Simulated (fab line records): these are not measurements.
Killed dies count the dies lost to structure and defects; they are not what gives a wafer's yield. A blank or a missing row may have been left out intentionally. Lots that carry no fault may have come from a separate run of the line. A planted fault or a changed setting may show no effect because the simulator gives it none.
Code-filled problem report in 8D (eight disciplines) form | flow sky130 | the parts of the form that need people (team, actions taken, sign-off) are left out

## 1. THE PROBLEM
At SKY_DNWELL_DEVELOP_06, developer_temp_C averages 23.92 C over 6 wafers from 2 lots, while fault-free wafers read 23.00 C, standard deviation 0.096. Measured from the usual mean, that is +9.6 standard deviations.
The step: develop time 60 s.
Seen first at day 6 23:00 on litho_track-02, wafer L975.1. The record holds 42 wafers of 14 lots with a number at this step. Rule for "out" (also "out of limits"): further than 4 standard deviations from the usual mean. The rest of the wafers with a number are treated as sound.

## 2. WHAT IT IS; WHAT IT IS NOT
question                    | is                     | is not
which readings at this step | developer_temp_C       | -
which lots                  | L975, L977             | L959, L960, L961, L963, L964, L965, L966, L968, L971, L974, L976, L981
which wafers of those lots  | all that have a number | -
read on which tools         | litho_track-02         | litho_track-01, litho_track-03
when                        | from day 6 23:00       | up to then (30 sound wafers); but 6 sound wafers of L976, L981 came after

## 3. THE SUSPECTS, EACH WITH WHAT RULES IT OUT
Counting: any tool at a process step up to the reading is kept as a suspect provided that every lot that is out went through it and no sound lot did after the first of them.
- litho_track-02 at SKY_DNWELL_DEVELOP_06 (develop time 60 s): kept. All lots that are out passed through it, beginning with L975 at day 6 23:00, and no sound lot followed; its final sound lot before that point was L971 at day 6 06:00. On those wafers its own readings are out: developer_temp_C.
Left after counting: litho_track-02 at SKY_DNWELL_DEVELOP_06.

## 4. THE CAUSE (what the simulator had put in)
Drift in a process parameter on litho_track-02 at SKY_DNWELL_DEVELOP_06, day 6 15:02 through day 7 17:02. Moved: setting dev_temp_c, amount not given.
Only this tool survived the counting.

## 5. THE CHAIN OF EFFECTS, in route order
Each row: a reading where the mean over the struck wafers with a number is more than 3 standard deviations away from the usual. Only readings whose record carries a usual standard deviation are examined. hours: median over the lots of the time between each lot's start at the first step of this table that gives one and its start at this step. sigmas: the change, counted in usual standard deviations.
hours | step                  | reading          | usual   | on struck wafers | change | sigmas
0     | SKY_DNWELL_DEVELOP_06 | developer_temp_C | 23.00 C | 23.92            | +0.92  | +9.6
Its process steps:
- SKY_DNWELL_DEVELOP_06: develop time 60 s.
Later measuring or inspecting steps at which every struck wafer that the step has a row for has a number for every such reading, and none has moved that far: SKY_NWELL_OVL_MEAS_10, SKY_NWELL_TW_MEAS_15.

## 6. HOW IT WOULD HAVE BEEN CAUGHT EARLIER
In this record the first reading out of limits was taken at day 6 23:00, 8 hours after the fault began at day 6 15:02.
